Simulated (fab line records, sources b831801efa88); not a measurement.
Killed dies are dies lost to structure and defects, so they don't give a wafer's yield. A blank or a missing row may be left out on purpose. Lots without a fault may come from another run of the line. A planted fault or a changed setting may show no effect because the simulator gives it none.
Tool commonality check | flow gf180mcu | 14 lots, 42 wafers sampled

WHY IT WAS OPENED
At GF_VT_IMPLANT_TW_MEAS_21 the reading VT_IMPLANT_2_TW is flagged on 2 of 14 lots. Wafers without a fault read 1215, standard deviation 6.3.
Rule: a lot is flagged when every wafer of it that has a number lies more than 4 standard deviations from that mean, or none has a number. The other lots count as sound.

lot  | measured     | on            | VT_IMPLANT_2_TW, wafer by wafer | flag
L908 | day 6 04:40  | film_metro-03 | 1209 1210 1203                  |
L909 | day 6 09:24  | film_metro-03 | 1213 1214 1216                  |
L911 | day 7 00:19  | film_metro-02 | 1222 1207 1219                  |
L912 | day 7 05:58  | film_metro-02 | 1219 1225 1219                  |
L913 | day 7 12:16  | film_metro-01 | 1205 1213 1212                  |
L915 | day 7 23:02  | film_metro-01 | 1218 1217 1216                  |
L917 | day 9 04:55  | film_metro-01 | 1202 1213 1205                  |
L918 | day 9 07:43  | film_metro-01 | 1212 1212 1209                  |
L923 | day 10 07:19 | film_metro-03 | 1520 1523 1516                  | FLAGGED
L924 | day 10 12:52 | film_metro-01 | 1207 1217 1209                  |
L928 | day 11 15:52 | film_metro-02 | 1524 1518 1515                  | FLAGGED
L929 | day 11 19:27 | film_metro-02 | 1216 1214 1216                  |
L930 | day 12 04:13 | film_metro-01 | 1204 1203 1213                  |
L931 | day 12 10:59 | film_metro-01 | 1212 1213 1209                  |
The numbers of the flagged lots are 1519 on average: +304 against the usual, or +48 standard deviations.

WHICH TOOL RAN EACH LOT
The record holds 1 process step before the reading, out of a route of 602 steps. In each cell: the tool, then ch and the chambers that the sampled wafers went through, then the start.
lot  | flag    | GF_VT_IMPLANT_IMPLANT_19
L908 |         | implanter-02 ch 0, day 6 04:26
L909 |         | implanter-03 ch 0, day 6 09:09
L911 |         | implanter-02 ch 0, day 7 00:04
L912 |         | implanter-03 ch 0, day 7 05:44
L913 |         | implanter-02 ch 0, day 7 12:01
L915 |         | implanter-02 ch 0, day 7 22:50
L917 |         | implanter-03 ch 0, day 9 04:37
L918 |         | implanter-04 ch 0, day 9 07:29
L923 | FLAGGED | implanter-03 ch 0, day 10 06:45
L924 |         | implanter-03 ch 0, day 10 12:38
L928 | FLAGGED | implanter-03 ch 0, day 11 15:09
L929 |         | implanter-04 ch 0, day 11 19:12
L930 |         | implanter-03 ch 0, day 12 03:59
L931 |         | implanter-04 ch 0, day 12 10:46
What these steps do:
- GF_VT_IMPLANT_IMPLANT_19
- GF_VT_IMPLANT_TW_MEAS_21

FLAGGED OVER TOTAL, TOOL BY TOOL (the gauges that took the reading come last)
step                     | tool          | lots run | flagged | share of the flagged lots | sound lots run after its first flagged lot
GF_VT_IMPLANT_IMPLANT_19 | implanter-02  | 4        | 0       | none                      | -
GF_VT_IMPLANT_IMPLANT_19 | implanter-03  | 7        | 2       | all                       | 2 (L924,L930)
GF_VT_IMPLANT_IMPLANT_19 | implanter-04  | 3        | 0       | none                      | -
GF_VT_IMPLANT_TW_MEAS_21 | film_metro-01 | 7        | 0       | none                      | -
GF_VT_IMPLANT_TW_MEAS_21 | film_metro-02 | 4        | 1       | some                      | 1 (L929)
GF_VT_IMPLANT_TW_MEAS_21 | film_metro-03 | 3        | 1       | some                      | 0

WHAT THE TABLE ALLOWS
1 row of the table ran every flagged lot: implanter-03 at GF_VT_IMPLANT_IMPLANT_19.
- implanter-03 at GF_VT_IMPLANT_IMPLANT_19: 2 of its 7 lots flagged. Sound lots ran on it after the first flagged one (L924, L930), which a lasting fault on the whole tool wouldn't allow.
No row of the table ran every flagged lot and no sound lot after the first.

WHAT THE SIMULATOR HAD PUT IN
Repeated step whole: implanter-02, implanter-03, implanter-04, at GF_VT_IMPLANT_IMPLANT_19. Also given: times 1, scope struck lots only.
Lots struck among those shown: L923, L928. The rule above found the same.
